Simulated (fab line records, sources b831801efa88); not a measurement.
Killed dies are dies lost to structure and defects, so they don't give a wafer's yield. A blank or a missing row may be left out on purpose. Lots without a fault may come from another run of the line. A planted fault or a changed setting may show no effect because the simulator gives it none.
Chamber matching | flow gf180mcu | GF_M5_ETCH_09 on rie_diel-01: 4 sister chambers
The step etches Si3N4 in CF4/O2, target depth 52 nm, time 11.6 s. 8 wafers are shown with their chamber, then 9 later ones without.

WAFERS WITH THEIR CHAMBER
wafer  | chamber | drypump_motor_current_A (A) | oes_product_au (a.u.)
L078.3 | 2       | 5.0                         | 1.003
L082.5 | 3       | 5.7                         | 0.993
L084.4 | 2       | 5.0                         | 1.003
L086.5 | 1       | 6.3                         | 1.005
L086.6 | 0       | 6.6                         | 1.003
L088.1 | 1       | 6.4                         | 0.996
L088.2 | 0       | 6.5                         | 1.000
L088.4 | 3       | 5.8                         | 1.000

WAFERS WITHOUT THEIR CHAMBER
wafer  | drypump_motor_current_A (A) | oes_product_au (a.u.)
L089.2 | 5.8                         | 0.999
L089.3 | 5.0                         | 0.988
L089.4 | 6.5                         | 1.004
L092.4 | 5.0                         | 0.994
L092.5 | 6.3                         | 0.995
L092.6 | 6.5                         | 0.997
L097.1 | 6.3                         | 1.004
L097.5 | 6.6                         | 1.010
L097.6 | 6.3                         | 0.994

WHICH CHAMBER EACH WENT THROUGH
wafer  | from the rows above     | in truth
L089.2 | 3                       | 3
L089.3 | 2                       | 2
L089.4 | can't be placed: 0 or 1 | 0
L092.4 | 2                       | 2
L092.5 | 1                       | 1
L092.6 | can't be placed: 0 or 1 | 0
L097.1 | 1                       | 1
L097.5 | 0                       | 0
L097.6 | 1                       | 1
Placed correctly: 7 of 9. Can't be placed from these rows: 2 (the true chamber is among the candidates in 2). Placed wrongly: 0.
How it was worked out, from the rows above alone: a wafer's distance from a chamber is the root of the sum, over the readings, of the square of ((its reading less the chamber's mean) divided by the reading's scatter). The wafer belongs to the nearest chamber; if the next one is less than 2 further off, it can't be placed. A chamber's mean is the mean of its shown wafers. The scatter: the root of (the sum of the squares of (reading less its chamber's mean) over the shown wafers, divided by (wafers less chambers)).
